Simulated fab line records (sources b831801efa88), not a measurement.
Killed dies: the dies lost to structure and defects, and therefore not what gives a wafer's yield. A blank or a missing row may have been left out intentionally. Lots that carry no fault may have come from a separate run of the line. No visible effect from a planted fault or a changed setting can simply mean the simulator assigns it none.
What tool caused it? + flow sfq-line + at 1 step of a route of 325, 14 lots with 42 wafers sampled

## WHAT THE GAUGES SHOWED, per wafer
No reading from a measuring or inspecting step in the record can be judged against a usual standard deviation.

## WHAT TOOL EACH LOT RAN ON (gives the tool, then ch and the chambers of the sampled wafers, and finally the start)
| lot  | SFQ_TRILAYER_M4_LITHO_PEB_096     |
|------|-----------------------------------|
| L238 | litho-track-03 ch 0, day 41 00:58 |
| L240 | litho-track-03 ch 0, day 41 08:51 |
| L243 | litho-track-04 ch 0, day 41 18:26 |
| L244 | litho-track-04 ch 0, day 41 21:58 |
| L245 | litho-track-03 ch 0, day 41 23:10 |
| L250 | litho-track-03 ch 0, day 45 12:17 |
| L252 | litho-track-02, day 45 17:07      |
| L253 | litho-track-02, day 45 18:17      |
| L255 | litho-track-02 ch 0, day 45 20:41 |
| L256 | litho-track-02 ch 0, day 45 21:52 |
| L258 | litho-track-03 ch 0, day 51 07:41 |
| L259 | litho-track-03 ch 0, day 51 10:08 |
| L260 | litho-track-02 ch 0, day 52 20:36 |
| L261 | litho-track-02 ch 0, day 53 08:36 |
- SFQ_TRILAYER_M4_LITHO_PEB_096: peb time 60 s.

## WHAT THE TOOLS THEMSELVES READ (means of the sampled wafers that have a number; where no wafer has one, the mark that the record gives instead)
SFQ_TRILAYER_M4_LITHO_PEB_096.
| lot  | tool           | chill-plate-temp-C (C) | exhaust-pa (Pa) |
|------|----------------|------------------------|-----------------|
| L238 | litho-track-03 | 23.11                  | 44.5            |
| L240 | litho-track-03 | 23.03                  | 45.3            |
| L243 | litho-track-04 | 22.96                  | 45.0            |
| L244 | litho-track-04 | 23.12                  | 44.2            |
| L245 | litho-track-03 | 22.86                  | 44.6            |
| L250 | litho-track-03 | 23.06                  | 44.7            |
| L252 | litho-track-02 | -                      | -               |
| L253 | litho-track-02 | -                      | -               |
| L255 | litho-track-02 | 23.02                  | 44.5            |
| L256 | litho-track-02 | 22.93                  | 45.0            |
| L258 | litho-track-03 | 23.17                  | 44.4            |
| L259 | litho-track-03 | 23.05                  | 44.7            |
| L260 | litho-track-02 | 23.05                  | 45.1            |
| L261 | litho-track-02 | 22.96                  | 44.1            |

## THE ANSWER, worked out from the rows above alone
Rule: usual is defined by the lots themselves. Put in order of their means at a reading, lots are off if they are a third of the lots or fewer, leave a main group of 4 or more, and stand apart from it by a gap of 3 or more times the standard deviation of the main group's means; of several such gaps the widest counts. If all means in a main group match to the digits the tables above print for the reading, that group is not used. A lot without any number at a reading at which 4 lots or more have one is off too. Any other lot the step has rows for is counted as sound. First the gauges in route order, then the tools' own readings, where a lot's mean is used as printed above. The first step at which some lot is off is used, and at that step the reading that is off furthest; a lot without a number counts as furthest.
Off at SFQ_TRILAYER_M4_LITHO_PEB_096 (chill-plate-temp-C): L252, L253. Without a number there: L252, L253. For the main group the mean is 23.03 C and the standard deviation 0.084.
If a tool, at that step or one of the process steps before it, ran each lot that is off and ran no sound lot following the first of them, it fits. Not one of the candidates tried fits.

## WHAT HAD BEEN PUT IN BY THE SIMULATOR
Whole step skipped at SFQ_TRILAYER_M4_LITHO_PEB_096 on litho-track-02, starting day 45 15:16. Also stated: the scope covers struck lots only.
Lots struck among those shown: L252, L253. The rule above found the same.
